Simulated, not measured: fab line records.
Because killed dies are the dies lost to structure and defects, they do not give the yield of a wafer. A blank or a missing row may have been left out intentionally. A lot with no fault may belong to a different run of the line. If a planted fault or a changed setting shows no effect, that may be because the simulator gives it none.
A lot that was struck, set against a sound lot ; flow gf180mcu ; 43 out of 602 route steps
Sound: the wafers L650.1, L650.3, L650.6. Struck: wafer L659.3 (L659.5, L659.6, from the same lot, were not struck and are left out); the cause is given at the end.
For every step that has rows: the tool of each side, followed by ch and its chambers, followed by its first start. Under that, the readings that differ: sound wafers ; struck wafers ; difference of the means ; sigmas: that difference in standard deviations of wafers without a fault.
alike: words and numbers the same on both sides, and readings whose means are apart by under 2 such deviations; not compared: readings that were withheld, readings missing a value for some wafer, numbers with overlapping values and no deviation given by the record, and bounds like >300 which may hide the same value.
The two part at a step that has a row with sigmas, a row that says differs or no value, or rows on one side only. Numbers that have no deviation but don't overlap get no sigmas and don't part them. Lack of a reading on every wafer of one side parts them only where that side has two or more wafers.

first, 1 step without rows for these wafers: GF_CONTACT_CMP_04 (polishes SiO2).
GF_CONTACT_BOW_MEAS_05:
  struck on film metro-01, day 20 09:01; sound on film metro-03, day 17 11:13
  alike: CONTACT_BOW
then, 8 steps without rows for these wafers: GF_CONTACT_DEHYDRATE_06 (time 60 s); GF_CONTACT_HMDS_07 (prime time 60 s); GF_CONTACT_COAT_08; GF_CONTACT_COAT_09 (resist thk 1000 nm); GF_CONTACT_SOFTBAKE_10 (time 60 s); GF_CONTACT_EXPOSE_11 (exposes mask Contact, target cd 220 nm); GF_CONTACT_PEB_12 (peb time 90 s); GF_CONTACT_DEVELOP_13 (develop time 60 s).
GF_CONTACT_CD_MEAS_14: target cd 220 nm.
  struck on cd sem-01, day 21 09:08; sound on cd sem-02, day 18 10:28
  alike: cd nm
GF_CONTACT_OVL_MEAS_15:
  struck on overlay-01, day 21 09:14; sound on overlay-01, day 18 10:35
  alike: CONTACT_OVL
GF_CONTACT_ETCH_16: etches BARC in N2/H2.
  sound on rie diel-03 ch 0,2,3, day 18 10:37; struck on rie diel-04 ch 0, day 21 09:15
  alike: drypump motor current A, oes product au, throttle valve pct
GF_CONTACT_ETCH_17: etches SiO2 in C4F8/O2/Ar, stops on CoSi2, target depth 860 nm.
  sound on rie diel-03 ch 0,2,3; struck on rie diel-04 ch 0
  alike: oes product au
GF_CONTACT_STRIP_18: strips in O2/N2.
  sound on plasma asher-03 ch 0, day 18 10:47; struck on plasma asher-03 ch 0, day 21 09:27
  alike: drypump motor current A, heater power w, oes product au
  not compared: rf hours counter h
then, 3 steps without rows for these wafers: GF_CONTACT_CLEAN_19 (cleans in SPM); GF_CONTACT_CLEAN_20 (cleans in DIW); GF_CONTACT_CLEAN_21 (cleans in dHF, time 20 s).
GF_CONTACT_SPUTTER_22: material Ti, target thk 15 nm, time 80.02 s.
  struck on pvd sputter-02, day 21 09:44; sound on pvd sputter-04, day 18 11:04
  alike: cathode dc power W, throttle valve pct
then, 2 steps without rows for these wafers: GF_CONTACT_SPUTTER_23 (material TiN, target thk 10 nm, time 40 s); GF_CONTACT_CVD_24 (deposits W, target thk 300 nm, time 90.339 s).
GF_CONTACT_RS_MEAS_25: the measuring method here is four-point-probe.
  struck on film metro-01, day 21 09:58; sound on film metro-01, day 18 11:16
  alike: CONTACT_W_RS
GF_CONTACT_THK_MEAS_26: measures by xrf.
  struck on film metro-01, day 21 10:04; sound on film metro-01, day 18 11:23
  alike: CONTACT_W_THK
GF_CONTACT_CMP_27: polishes, stops on SiO2, t overpolish 15 s, target thk 0 nm.
  sound on cmp-02 ch 0,3, day 18 11:37; struck on cmp-01 ch 1, day 21 10:13
  alike: motor current A, overpolish run s, time to endpoint s
then, 4 steps without rows for these wafers: GF_M1_SPUTTER_00 (material Ti, target thk 37.5 nm, time 150 s); GF_M1_SPUTTER_01 (material TiN, target thk 30 nm, time 25 s); GF_M1_SPUTTER_02 (material AlCu, target thk 450 nm, time 23.9 s); GF_M1_SPUTTER_03 (material Ti, target thk 10 nm, time 6.7 s).
GF_M1_SPUTTER_04: material TiN, target thk 50 nm, time 41.7 s.
  struck on pvd sputter-01, day 21 10:35; sound on pvd sputter-01, day 18 12:06
  alike: cathode dc power W, throttle valve pct
GF_M1_RS_MEAS_05: the measuring method here is four-point-probe.
  struck on film metro-01, day 21 10:40; sound on film metro-02, day 18 12:08
  alike: M1_ALCU_RS
GF_M1_THK_MEAS_06: measures by xrf.
  struck on film metro-01, day 21 10:46; sound on film metro-02, day 18 12:16
  alike: M1_ALCU_THK
then, 7 steps without rows for these wafers: GF_M1_DEHYDRATE_07 (time 60 s); GF_M1_HMDS_08 (prime time 60 s); GF_M1_COAT_09 (resist thk 1000 nm); GF_M1_SOFTBAKE_10 (time 60 s); GF_M1_EXPOSE_11 (exposes mask Metal1, target cd 230 nm); GF_M1_PEB_12 (peb time 90 s); GF_M1_DEVELOP_13 (develop time 60 s).
GF_M1_CD_MEAS_14: target cd 230 nm.
  struck on cd sem-02, day 22 10:17; sound on cd sem-02, day 19 11:49
  alike: cd nm
GF_M1_OVL_MEAS_15:
  struck on overlay-02, day 22 10:23; sound on overlay-01, day 19 11:56
reading;sound;struck;difference;sigmas
M1_OVL (nm);-6 -8 -4;6;+12;+2
then, 2 steps without rows for these wafers: GF_M1_METAL_ETCH_16 (etches the open film in Cl2/BCl3, stops on SiO2, target depth 627.5 nm, time 104.6 s); GF_M1_STRIP_17 (strips in O2/N2).
-- the record jumps here: 11 days lie between the struck wafers' starts before and after (it left off in module M1 and takes up again in module PASSIVATION, whose first step shown is number 602 of the route) --
GF_PASSIVATION_PROBE_99:
  only the struck wafers here have rows in the record (prober-01, day 32 23:07); the sound ones have none

== WHERE THEY PART ==
First at GF_M1_OVL_MEAS_15; last, within this record, at GF_PASSIVATION_PROBE_99.

WHY: the cause the simulator had injected
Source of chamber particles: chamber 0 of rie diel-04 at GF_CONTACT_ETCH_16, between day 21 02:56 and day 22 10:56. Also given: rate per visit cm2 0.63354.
